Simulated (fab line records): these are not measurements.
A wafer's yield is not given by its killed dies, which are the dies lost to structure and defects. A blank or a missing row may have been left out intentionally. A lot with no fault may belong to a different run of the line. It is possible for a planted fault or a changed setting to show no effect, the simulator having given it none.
Split-lot experiment	flow gf180mcu	23 wafers read from 5 lots, route of 602 steps

## THE SPLIT
At GF_V4_COAT_09 (resist thk 1000 nm), the setting resistThkNm was moved away from the recipe's 1000 nm on 7 of the 23 wafers read, by -5.8% to +2.5%. For the rest of the wafers, this setting stayed at what the recipe calls for.

## FROM THE SPLIT TO THE READING: what the file shows between them, 5 steps
- GF_V4_PEB_12: peb time 90 s (also split here: pebTimeS)
- GF_V4_DEVELOP_13: develop time 60 s
- GF_V4_CD_MEAS_14: target cd 260 nm
- GF_V4_ETCH_16: etches BARC in N2/H2
- GF_V4_ETCH_17: etches SiO2 in C4F8/O2/Ar, stops on TiN, target depth 630 nm

## THE READING
oesProductAu, in a.u., at GF_V4_STRIP_18 (strips in O2/N2). On this fab line, fault-free wafers typically give 0.592 a.u. with a standard deviation of 0.0045 a.u.

wafer	tool, chamber at the split	resistThkNm as run, nm	against the recipe	oesProductAu, a.u.	against lot-mates on the recipe
L075.2	lithoTrack-03, 0	1000	recipe	0.592	-
L075.3	lithoTrack-03, 0	1000	recipe	0.592	-
L075.4	lithoTrack-03, 0	1000	recipe	0.586	-
L075.5	lithoTrack-03, 0	1000	recipe	0.590	-
L075.6	lithoTrack-03, 0	1000	recipe	0.588	-
L077.1	lithoTrack-04, 0	1000	recipe	0.596	-
L077.2	lithoTrack-04, 0	942.3	-5.8%	0.571	-0.022
L077.4	lithoTrack-04, 0	1000	recipe	0.590	-
L077.5	lithoTrack-04, 0	942.3	-5.8%	0.564	-0.029
L077.6	lithoTrack-04, 0	942.3	-5.8%	0.563	-0.030
L080.2	lithoTrack-03, 0	1000	recipe	0.590	-
L080.3	lithoTrack-03, 0	1000	recipe	0.591	-
L080.6	lithoTrack-03, 0	1000	recipe	0.599	-
L084.1	lithoTrack-03, 0	956	-4.4%	0.567	-0.021
L084.2	lithoTrack-03, 0	1000	recipe	0.589	-
L084.3	lithoTrack-03, 0	1000	recipe	0.588	-
L084.5	lithoTrack-03, 0	956	-4.4%	0.577	-0.011
L084.6	lithoTrack-03, 0	1000	recipe	0.588	-
L085.1	lithoTrack-03, 0	1025	+2.5%	0.607	+0.017
L085.2	lithoTrack-03, 0	1000	recipe	0.599	-
L085.3	lithoTrack-03, 0	1000	recipe	0.583	-
L085.4	lithoTrack-03, 0	1025	+2.5%	0.607	+0.017
L085.5	lithoTrack-03, 0	1000	recipe	0.588	-

THE FIT
A straight line over all 23 wafers: oesProductAu changes by +0.00455 a.u. for each +1% of resistThkNm; r = +0.93; the points scatter about the line by 0.0045 a.u.
The same after taking each lot's own level away (the mean of its wafers on the recipe; 23 wafers): +0.00473 a.u. for each +1%; r = +0.94; scatter 0.0043 a.u.
According to that fit, moving resistThkNm by its largest amount changes the reading by 0.027 a.u.
The span of the lots' own levels, 0.5883 to 0.5933 a.u., comes to 1.1 times the standard deviation stated above.
The two slopes are in agreement: the lot-to-lot level therefore moves the slope only a little.
Check: with one of the wafers moved furthest among these (-5.8%) left out of the fit, the line predicts -0.0277 a.u. for it against its lot-mates. Against them it came out at -0.022 a.u.

## FURTHER SPLITS ON THESE WAFERS
Other splits were also applied to these wafers ahead of the reading. Each is held against what the fit with the lots' levels taken away leaves over:
other split on the same wafers	wafers away from the commonest value	r with oesProductAu (lot level and that fit taken away)
GF_V3_CVD_23 pressureTorr	15	-0.04
GF_M4_SPUTTER_04 timeS	9	+0.06
GF_M4_METAL_ETCH_16 timeS	7	-0.07
GF_V4_PEB_12 pebTimeS	11	+0.22

## THE WHOLE CHAIN: every reading that the file lists as answering this split, in the file's order
step	what it does	reading	change (the file's fit)	r (the file's)
GF_V4_COAT_09	resist thk 1000 nm	KrF_of_V4_COAT_09.thkNm (the simulator's own value, which no gauge read)	+9.95 nm for each +1% of the setting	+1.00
GF_V4_STRIP_18	strips in O2/N2	oesProductAu	+0.00466 a.u. for each +1% of the setting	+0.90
GF_V4_CD_MEAS_14	target cd 260 nm	cdNm	-0.46 nm for each +1% of the setting, in a fit together with pebTimeS@V4_PEB_12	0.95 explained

## THE FILE'S OWN FIT
oesProductAu changes by +0.00466 a.u. for each +1% of resistThkNm, r = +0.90.
